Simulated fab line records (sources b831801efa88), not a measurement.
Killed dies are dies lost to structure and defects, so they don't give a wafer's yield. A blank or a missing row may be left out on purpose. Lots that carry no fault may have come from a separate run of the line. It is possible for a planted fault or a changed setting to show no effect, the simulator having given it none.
The tool behind it: which one? || flow gf180mcu || Sampling: 13 lots, 39 wafers, 6 of 602 route steps

WHAT EACH GAUGE READ, for each wafer
GF_VT_IMPLANT_RS_MEAS_47: uses a four-point probe to measure.
{"lot": "L690", "measured": "day 7 10:34", "on": "film-metro-03", "NWELL_RS (ohm/sq)": "489.8 489.3 489.0"}
{"lot": "L691", "measured": "day 7 17:00", "on": "film-metro-04", "NWELL_RS (ohm/sq)": "486.4 486.1 485.9"}
{"lot": "L694", "measured": "day 8 15:10", "on": "film-metro-03", "NWELL_RS (ohm/sq)": "490.1 489.2 490.7"}
{"lot": "L696", "measured": "day 9 05:34", "on": "film-metro-04", "NWELL_RS (ohm/sq)": "488.0 487.8 488.3"}
{"lot": "L697", "measured": "day 9 10:14", "on": "film-metro-01", "NWELL_RS (ohm/sq)": "488.0 488.4 489.3"}
{"lot": "L699", "measured": "day 9 21:34", "on": "film-metro-03", "NWELL_RS (ohm/sq)": "487.6 488.4 487.5"}
{"lot": "L703", "measured": "day 11 05:24", "on": "film-metro-01", "NWELL_RS (ohm/sq)": "488.7 488.9 488.6"}
{"lot": "L704", "measured": "day 11 13:28", "on": "film-metro-03", "NWELL_RS (ohm/sq)": "486.0 488.0 487.3"}
{"lot": "L705", "measured": "day 11 16:05", "on": "film-metro-03", "NWELL_RS (ohm/sq)": "488.9 490.0 488.5"}
{"lot": "L706", "measured": "day 11 22:13", "on": "film-metro-04", "NWELL_RS (ohm/sq)": "488.4 486.5 485.9"}
{"lot": "L710", "measured": "day 13 05:47", "on": "film-metro-03", "NWELL_RS (ohm/sq)": "490.6 489.1 488.8"}
{"lot": "L712", "measured": "day 13 23:46", "on": "film-metro-03", "NWELL_RS (ohm/sq)": "489.0 488.4 488.9"}
{"lot": "L713", "measured": "day 14 09:59", "on": "film-metro-01", "NWELL_RS (ohm/sq)": "486.8 488.0 487.1"}

GF_DUAL_GATE_OVL_MEAS_11.
{"lot": "L690", "measured": "day 8 04:49", "on": "overlay-01", "DUAL_GATE_OVL (nm)": "0.9 0.4 0.2"}
{"lot": "L691", "measured": "day 8 12:01", "on": "overlay-01", "DUAL_GATE_OVL (nm)": "-2.8 -1.2 -1.6"}
{"lot": "L694", "measured": "day 9 11:19", "on": "overlay-02", "DUAL_GATE_OVL (nm)": "-0.1 0.8 0.9"}
{"lot": "L696", "measured": "day 10 00:55", "on": "overlay-01", "DUAL_GATE_OVL (nm)": "1.2 0.1 0.0"}
{"lot": "L697", "measured": "day 10 05:37", "on": "overlay-02", "DUAL_GATE_OVL (nm)": "-0.6 -0.4 0.5"}
{"lot": "L699", "measured": "day 10 17:22", "on": "overlay-01", "DUAL_GATE_OVL (nm)": "-1.6 0.6 -0.5"}
{"lot": "L703", "measured": "day 12 05:25", "on": "overlay-02", "DUAL_GATE_OVL (nm)": "0.5 1.1 1.2"}
{"lot": "L704", "measured": "day 12 11:00", "on": "overlay-01", "DUAL_GATE_OVL (nm)": "1.2 1.0 0.4"}
{"lot": "L705", "measured": "day 12 13:37", "on": "overlay-02", "DUAL_GATE_OVL (nm)": "0.6 2.4 -0.1"}
{"lot": "L706", "measured": "day 12 19:52", "on": "overlay-02", "DUAL_GATE_OVL (nm)": "0.0 1.1 1.4"}
{"lot": "L710", "measured": "day 14 04:40", "on": "overlay-01", "DUAL_GATE_OVL (nm)": "-1.6 -2.1 -0.6"}
{"lot": "L712", "measured": "day 14 22:51", "on": "overlay-02", "DUAL_GATE_OVL (nm)": "1.0 0.6 0.4"}
{"lot": "L713", "measured": "day 15 09:07", "on": "overlay-02", "DUAL_GATE_OVL (nm)": "1.2 0.4 -1.2"}

GF_HV_LDD_TW_MEAS_38.
{"lot": "L690", "measured": "day 11 09:19", "on": "film-metro-04", "HV_LDD_3_TW": "1421 1424 1419"}
{"lot": "L691", "measured": "day 11 21:52", "on": "film-metro-01", "HV_LDD_3_TW": "1433 1432 1431"}
{"lot": "L694", "measured": "day 12 22:10", "on": "film-metro-01", "HV_LDD_3_TW": "1433 1422 1437"}
{"lot": "L696", "measured": "day 13 14:44", "on": "film-metro-01", "HV_LDD_3_TW": "1441 1434 1435"}
{"lot": "L697", "measured": "day 13 16:43", "on": "film-metro-04", "HV_LDD_3_TW": "1410 1417 1414"}
{"lot": "L699", "measured": "day 14 06:34", "on": "film-metro-03", "HV_LDD_3_TW": "1436 1436 1439"}
{"lot": "L703", "measured": "day 16 00:01", "on": "film-metro-01", "HV_LDD_3_TW": "1440 1440 1432"}
{"lot": "L704", "measured": "day 16 06:52", "on": "film-metro-01", "HV_LDD_3_TW": "1440 1443 1435"}
{"lot": "L705", "measured": "day 16 08:21", "on": "film-metro-04", "HV_LDD_3_TW": "1449 1452 1459"}
{"lot": "L706", "measured": "day 16 14:37", "on": "film-metro-03", "HV_LDD_3_TW": "1479 1481 1474"}
{"lot": "L710", "measured": "day 18 04:04", "on": "film-metro-01", "HV_LDD_3_TW": "1427 1423 1429"}
{"lot": "L712", "measured": "day 19 00:16", "on": "film-metro-03", "HV_LDD_3_TW": "1415 1412 1416"}
{"lot": "L713", "measured": "day 19 13:10", "on": "film-metro-04", "HV_LDD_3_TW": "1423 1431 1424"}

GF_HV_LDD_RS_MEAS_53: uses a four-point probe to measure.
{"lot": "L690", "measured": "day 12 04:49", "on": "film-metro-03", "HV_LDD_RS (ohm/sq)": "418.7 418.6 418.6"}
{"lot": "L691", "measured": "day 12 18:31", "on": "film-metro-04", "HV_LDD_RS (ohm/sq)": "419.9 419.5 420.2"}
{"lot": "L694", "measured": "day 13 18:31", "on": "film-metro-04", "HV_LDD_RS (ohm/sq)": "418.8 418.9 420.3"}
{"lot": "L696", "measured": "day 14 11:55", "on": "film-metro-04", "HV_LDD_RS (ohm/sq)": "418.3 418.8 418.7"}
{"lot": "L697", "measured": "day 14 15:25", "on": "film-metro-04", "HV_LDD_RS (ohm/sq)": "418.7 419.2 419.1"}
{"lot": "L699", "measured": "day 15 04:20", "on": "film-metro-01", "HV_LDD_RS (ohm/sq)": "418.2 417.9 418.1"}
{"lot": "L703", "measured": "day 16 22:47", "on": "film-metro-01", "HV_LDD_RS (ohm/sq)": "418.9 418.3 419.5"}
{"lot": "L704", "measured": "day 17 05:05", "on": "film-metro-03", "HV_LDD_RS (ohm/sq)": "418.3 418.7 418.7"}
{"lot": "L705", "measured": "day 17 06:43", "on": "film-metro-01", "HV_LDD_RS (ohm/sq)": "413.1 413.6 413.1"}
{"lot": "L706", "measured": "day 17 13:01", "on": "film-metro-03", "HV_LDD_RS (ohm/sq)": "413.2 413.3 411.8"}
{"lot": "L710", "measured": "day 19 04:07", "on": "film-metro-01", "HV_LDD_RS (ohm/sq)": "421.5 418.9 420.3"}
{"lot": "L712", "measured": "day 20 00:36", "on": "film-metro-04", "HV_LDD_RS (ohm/sq)": "418.9 419.0 419.3"}
{"lot": "L713", "measured": "day 20 13:20", "on": "film-metro-03", "HV_LDD_RS (ohm/sq)": "418.3 416.8 417.0"}

GF_CONTACT_OVL_MEAS_15.
{"lot": "L690", "measured": "day 15 22:07", "on": "overlay-02", "CONTACT_OVL (nm)": "4 2 4"}
{"lot": "L691", "measured": "day 16 13:22", "on": "overlay-02", "CONTACT_OVL (nm)": "2 3 4"}
{"lot": "L694", "measured": "day 17 16:44", "on": "overlay-01", "CONTACT_OVL (nm)": "3 4 9"}
{"lot": "L696", "measured": "day 18 09:05", "on": "overlay-01", "CONTACT_OVL (nm)": "5 3 4"}
{"lot": "L697", "measured": "day 18 14:06", "on": "overlay-01", "CONTACT_OVL (nm)": "8 0 4"}
{"lot": "L699", "measured": "day 19 05:38", "on": "overlay-01", "CONTACT_OVL (nm)": "-7 -3 -1"}
{"lot": "L703", "measured": "day 21 03:56", "on": "overlay-02", "CONTACT_OVL (nm)": "3 -7 6"}
{"lot": "L704", "measured": "day 21 10:25", "on": "overlay-02", "CONTACT_OVL (nm)": "2 4 10"}
{"lot": "L705", "measured": "day 21 11:22", "on": "overlay-02", "CONTACT_OVL (nm)": "3 2 4"}
{"lot": "L706", "measured": "day 21 16:44", "on": "overlay-02", "CONTACT_OVL (nm)": "4 1 8"}
{"lot": "L710", "measured": "day 23 07:37", "on": "overlay-01", "CONTACT_OVL (nm)": "5 7 4"}
{"lot": "L712", "measured": "day 24 02:08", "on": "overlay-02", "CONTACT_OVL (nm)": "8 5 4"}
{"lot": "L713", "measured": "day 24 15:01", "on": "overlay-02", "CONTACT_OVL (nm)": "14 19 14"}

WHICH TOOL RAN EACH LOT (tool, then ch and the chambers of the sampled wafers, then the start)
{"lot": "L690", "GF_HV_LDD_IMPLANT_34": "implanter-02 ch 0, day 11 08:48"}
{"lot": "L691", "GF_HV_LDD_IMPLANT_34": "implanter-02 ch 0, day 11 21:19"}
{"lot": "L694", "GF_HV_LDD_IMPLANT_34": "implanter-04 ch 0, day 12 21:37"}
{"lot": "L696", "GF_HV_LDD_IMPLANT_34": "implanter-03 ch 0, day 13 14:13"}
{"lot": "L697", "GF_HV_LDD_IMPLANT_34": "implanter-02 ch 0, day 13 16:10"}
{"lot": "L699", "GF_HV_LDD_IMPLANT_34": "implanter-03 ch 0, day 14 06:03"}
{"lot": "L703", "GF_HV_LDD_IMPLANT_34": "implanter-04 ch 0, day 15 23:29"}
{"lot": "L704", "GF_HV_LDD_IMPLANT_34": "implanter-02 ch 0, day 16 06:19"}
{"lot": "L705", "GF_HV_LDD_IMPLANT_34": "implanter-03 ch 0, day 16 07:48"}
{"lot": "L706", "GF_HV_LDD_IMPLANT_34": "implanter-03 ch 0, day 16 14:04"}
{"lot": "L710", "GF_HV_LDD_IMPLANT_34": "implanter-02 ch 0, day 18 03:32"}
{"lot": "L712", "GF_HV_LDD_IMPLANT_34": "implanter-04 ch 0, day 18 23:43"}
{"lot": "L713", "GF_HV_LDD_IMPLANT_34": "implanter-02 ch 0, day 19 12:37"}
- GF_HV_LDD_IMPLANT_34

WHAT THE TOOLS THEMSELVES READ (means of the sampled wafers that have a number; where no wafer has one, the mark that the record gives instead)
GF_HV_LDD_IMPLANT_34.
{"lot": "L690", "tool": "implanter-02", "dose-ions-cm2": 7.498e+12, "faraday-current-uA": 42.1}
{"lot": "L691", "tool": "implanter-02", "dose-ions-cm2": 7.498e+12, "faraday-current-uA": 41.7}
{"lot": "L694", "tool": "implanter-04", "dose-ions-cm2": 7.497e+12, "faraday-current-uA": 43.3}
{"lot": "L696", "tool": "implanter-03", "dose-ions-cm2": 7.503e+12, "faraday-current-uA": 41.8}
{"lot": "L697", "tool": "implanter-02", "dose-ions-cm2": 7.499e+12, "faraday-current-uA": 42.9}
{"lot": "L699", "tool": "implanter-03", "dose-ions-cm2": 7.494e+12, "faraday-current-uA": 42.2}
{"lot": "L703", "tool": "implanter-04", "dose-ions-cm2": 7.513e+12, "faraday-current-uA": 43.1}
{"lot": "L704", "tool": "implanter-02", "dose-ions-cm2": 7.496e+12, "faraday-current-uA": 42.3}
{"lot": "L705", "tool": "implanter-03", "dose-ions-cm2": 9.678e+12, "faraday-current-uA": 54.1}
{"lot": "L706", "tool": "implanter-03", "dose-ions-cm2": 9.673e+12, "faraday-current-uA": 54.9}
{"lot": "L710", "tool": "implanter-02", "dose-ions-cm2": 7.497e+12, "faraday-current-uA": 42.9}
{"lot": "L712", "tool": "implanter-04", "dose-ions-cm2": 7.492e+12, "faraday-current-uA": 42.2}
{"lot": "L713", "tool": "implanter-02", "dose-ions-cm2": 7.499e+12, "faraday-current-uA": 42.4}

THE ANSWER, worked out from the rows above alone
Rule: usual is defined by the lots themselves. Put in order of their means at a reading, lots are off if they are a third of the lots or fewer, leave a main group of 4 or more, and stand apart from it by a gap of 3 or more times the standard deviation of the main group's means; of several such gaps the widest counts. The tables above print the reading to a certain number of digits; a main group whose means all agree to those digits is not used. A lot without any number at a reading at which 4 lots or more have one is off too. All remaining lots with rows at the step are treated as sound. Order of review: gauges by route order, followed by the tools' own readings, for which a lot's mean as printed above is used. At the first step where some lot is off, the reading lying furthest off is the one used; lots without a number count as furthest.
Off: L705, L706, seen at GF_HV_LDD_RS_MEAS_53 (HV_LDD_RS). Mean 418.9 ohm/sq and standard deviation 0.75 in the main group.
A tool fits if, at a process step before that reading, it ran every lot that is off, and no sound lot after the first of them. Not tried: the gauges at GF_HV_LDD_RS_MEAS_53; whatever is off there is also off at GF_HV_LDD_IMPLANT_34, on other tools, and gauge error can't account for it. One candidate fits, namely implanter-03 at GF_HV_LDD_IMPLANT_34. Its last sound lot is L699 (day 14 06:03), its first lot that is off L705 (day 16 07:48): a fault that began between those two fits.
The tool's own readings at GF_HV_LDD_IMPLANT_34 bear it out: on the lots that are off they differ by more than 5 times the standard deviation of the sound lots' means. dose-ions-cm2 reads 9.676e+12 there against 7.499e+12 on the sound lots; faraday-current-uA reads 54.5 there against 42.4 on the sound lots.

WHAT THE SIMULATOR HAD PUT IN
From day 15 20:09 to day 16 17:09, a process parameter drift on implanter-03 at GF_HV_LDD_IMPLANT_34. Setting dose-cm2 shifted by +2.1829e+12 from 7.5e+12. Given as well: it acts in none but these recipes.
Struck lots among those shown: L705, L706. Same finding as the rule above.
